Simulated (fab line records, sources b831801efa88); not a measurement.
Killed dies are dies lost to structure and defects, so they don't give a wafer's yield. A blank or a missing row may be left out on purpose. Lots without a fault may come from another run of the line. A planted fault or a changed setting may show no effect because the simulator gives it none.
Chamber matching | flow gf180mcu | GF_V1_CMP_04 on cmp-01: 4 sister chambers
The step polishes SiO2. 4 wafers are shown with their chamber, then 8 later ones without.

WAFERS WITH THEIR CHAMBER
wafer  | chamber | motor_current_A (A)
L544.3 | 1       | 10.6
L557.3 | 3       | 12.1
L557.5 | 2       | 10.9
L559.2 | 0       | 12.1

WAFERS WITHOUT THEIR CHAMBER
wafer  | motor_current_A (A)
L559.3 | 11.4
L559.6 | 10.8
L560.1 | 10.8
L560.4 | 12.7
L560.5 | 12.6
L562.1 | 13.0
L562.4 | 11.4
L562.6 | 10.3

WHICH CHAMBER EACH WENT THROUGH
wafer  | from the rows above               | in truth
L559.3 | can't be placed: 2 or 0 or 3 or 1 | 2
L559.6 | can't be placed: 2 or 1           | 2
L560.1 | can't be placed: 2 or 1           | 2
L560.4 | can't be placed: 0 or 3           | 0
L560.5 | can't be placed: 0 or 3           | 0
L562.1 | can't be placed: 0 or 3           | 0
L562.4 | can't be placed: 2 or 0 or 3 or 1 | 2
L562.6 | can't be placed: 1 or 2           | 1
Placed correctly: 0 of 8. Can't be placed from these rows: 8 (the true chamber is among the candidates in 8). Placed wrongly: 0.
How it was worked out, from the rows above alone: a wafer's distance from a chamber is the root of the sum, over the readings, of the square of ((its reading less the chamber's mean) divided by the reading's scatter). The wafer belongs to the nearest chamber; if the next one is less than 2 further off, it can't be placed. A chamber's mean is the mean of its shown wafers. The scatter: with one shown wafer a chamber, the root of the mean of the squares of how far each hidden wafer lies from its nearest shown one.
